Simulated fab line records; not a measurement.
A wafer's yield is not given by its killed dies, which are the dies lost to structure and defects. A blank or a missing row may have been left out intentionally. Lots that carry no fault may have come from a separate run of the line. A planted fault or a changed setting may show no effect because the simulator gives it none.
What tool caused it? :: flow gf180mcu :: 6 lots, 18 wafers sampled, at 2 steps of a route of 602

== WHAT THE GAUGES READ, wafer by wafer ==
GF_M1_CD_MEAS_14: the cd target is 230 nm.
lot: L853
measured: day 18 17:54
on: cd-sem-01
cd-nm (nm): 230.5 228.9 228.7

lot: L861
measured: day 22 08:41
on: cd-sem-02
cd-nm (nm): 230.3 229.8 230.2

lot: L863
measured: day 22 17:29
on: cd-sem-02
cd-nm (nm): 230.2 229.7 230.9

lot: L865
measured: day 23 12:14
on: cd-sem-01
cd-nm (nm): 228.7 230.1 230.8

lot: L867
measured: day 24 02:50
on: cd-sem-01
cd-nm (nm): 230.4 230.4 230.0

lot: L870
measured: day 25 01:45
on: cd-sem-01
cd-nm (nm): 229.6 229.2 230.3

== TOOL THAT RAN EACH LOT (tool first, then ch and the chambers of the sampled wafers, then the start) ==
lot: L853
GF_HV_LDD_ETCHBACK_58: rie-diel-04 ch 1,3, day 13 23:07

lot: L861
GF_HV_LDD_ETCHBACK_58: rie-diel-03 ch 0,3, day 17 05:15

lot: L863
GF_HV_LDD_ETCHBACK_58: rie-diel-03 ch 0,1,3, day 17 15:22

lot: L865
GF_HV_LDD_ETCHBACK_58: rie-diel-03 ch 1,2, day 18 09:38

lot: L867
GF_HV_LDD_ETCHBACK_58: rie-diel-01 ch 1,2, day 18 22:59

lot: L870
GF_HV_LDD_ETCHBACK_58: rie-diel-04 ch 0,2,3, day 20 01:04
- GF_HV_LDD_ETCHBACK_58: etches Si3N4 in CH3F/O2, stops on SiO2, time 100 s, target depth 90 nm.

== THE ANSWER, worked out from the rows above alone ==
Rule: what is usual is taken from the lots themselves. The widest of any qualifying gaps counts: lots, ordered by their means at a reading, are off when they make up no more than a third of the lots, leave a main group of 4 or more, and stand apart from it by 3 or more times the standard deviation of that group's means. Not used: any main group whose means are identical at the precision the tables above print for the reading. A lot without any number at a reading at which 4 lots or more have one is off too. All remaining lots with rows at the step are treated as sound.
No lot is off on any of the readings shown, so nothing can be concluded from this.

== WHAT THE SIMULATOR HAD PUT IN ==
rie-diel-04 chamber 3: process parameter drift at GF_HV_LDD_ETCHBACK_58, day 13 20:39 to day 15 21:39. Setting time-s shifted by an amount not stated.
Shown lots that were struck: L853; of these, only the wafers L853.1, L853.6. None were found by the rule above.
